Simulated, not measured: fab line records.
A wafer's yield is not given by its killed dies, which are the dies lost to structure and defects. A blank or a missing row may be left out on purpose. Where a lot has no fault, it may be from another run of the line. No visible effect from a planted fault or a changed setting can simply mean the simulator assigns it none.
Struck lot and sound lot, side by side    flow sky130    15 steps out of a route of 708
Sound: wafers L173.3, L173.4, L173.5. The struck wafers were L169.1, L169.2, L169.5. Last of all comes the cause.
Order at every step that has rows: each side's tool, ch and its chambers, its first start. Under that, the readings that differ: sound wafers    struck wafers    difference of the means    sigmas: that difference in standard deviations of wafers without a fault.
alike: a reading whose means differ by less than 2 such deviations, as well as words and numbers matching on both sides. not compared: withheld readings; readings where some wafer has no value; bounds like >300 that might hide an equal value; numbers whose values overlap and for which the record gives no deviation.
The two part at a step that has a row with sigmas, a row that says differs or no value, or rows on one side only. Non-overlapping numbers with no deviation appear without sigmas and do not part them. Lack of a reading on every wafer of one side parts them only where that side has two or more wafers.

first, 1 step without rows for these wafers: SKY_VT_ADJUST_HVTP_DEVELOP_06 (develop time 60 s).
SKY_VT_ADJUST_HVTP_CD_MEAS_07: target cd 380 nm.
  sound on cd_sem-02, day 9 21:00; struck on cd_sem-01, day 8 14:55
reading     sound              struck             difference  sigmas
cd_nm (nm)  383.8 386.0 385.9  376.8 377.2 376.7  -8.3        -3
SKY_VT_ADJUST_HVTP_OVL_MEAS_08:
  sound on overlay-01, day 9 21:06; struck on overlay-01, day 8 15:02
  alike: VT_ADJUST_HVTP_OVL
after that, 1 step had no rows for these wafers: SKY_VT_ADJUST_HVTP_IMPLANT_09.
SKY_VT_ADJUST_HVTP_STRIP_10: strips in O2/N2.
  sound on plasma_asher-02 ch 0,1, day 9 21:18; struck on plasma_asher-01 ch 0,1, day 8 15:13
  alike: drypump_motor_current_A, n2_flow_sccm, oes_product_au, strip_time_to_endpoint_s
  not compared: rf_hours_counter_h
SKY_VT_ADJUST_HVTP_TW_MEAS_11:
  sound on film_metro-03, day 9 21:23; struck on film_metro-01, day 8 15:19
reading            sound           struck          difference  sigmas
VT_ADJUST_HVTP_TW  1350 1357 1352  1392 1392 1385  +37         +3
then, 6 steps without rows for these wafers: SKY_VT_ADJUST_LVTN_DEHYDRATE_00 (time 60 s); SKY_VT_ADJUST_LVTN_HMDS_01 (prime time 60 s); SKY_VT_ADJUST_LVTN_COAT_02 (resist thk 3000 nm); SKY_VT_ADJUST_LVTN_SOFTBAKE_03; SKY_VT_ADJUST_LVTN_EXPOSE_04 (exposes mask NWM COMPLEMENT LESS NATIVE, target cd 840 nm); SKY_VT_ADJUST_LVTN_PEB_05.
SKY_VT_ADJUST_LVTN_DEVELOP_06: develop time 60 s.
  sound on litho_track-04 ch 0, day 10 19:00; struck on litho_track-02 ch 0, day 9 12:00
reading               sound              struck             difference  sigmas
developer_temp_C (C)  23.21 23.01 23.13  23.67 23.98 23.97  +0.76       +6
SKY_VT_ADJUST_LVTN_OVL_MEAS_07:
  sound on overlay-01, day 10 19:36; struck on overlay-01, day 9 12:51
  alike: VT_ADJUST_LVTN_OVL
-- the record jumps here: 39 days lie between the struck wafers' starts before and after (it left off in module VT_ADJUST_LVTN and takes up again in module PAD_OPEN, whose first step shown is number 708 of the route) --
SKY_PAD_OPEN_PROBE_99:
  rows exist in the record for the struck wafers here (prober-02, day 48 07:25), but not for the sound ones

## WHERE THEY PART
At SKY_VT_ADJUST_HVTP_CD_MEAS_07 first; at SKY_PAD_OPEN_PROBE_99 last (within this record only).

WHY: the cause the simulator had injected
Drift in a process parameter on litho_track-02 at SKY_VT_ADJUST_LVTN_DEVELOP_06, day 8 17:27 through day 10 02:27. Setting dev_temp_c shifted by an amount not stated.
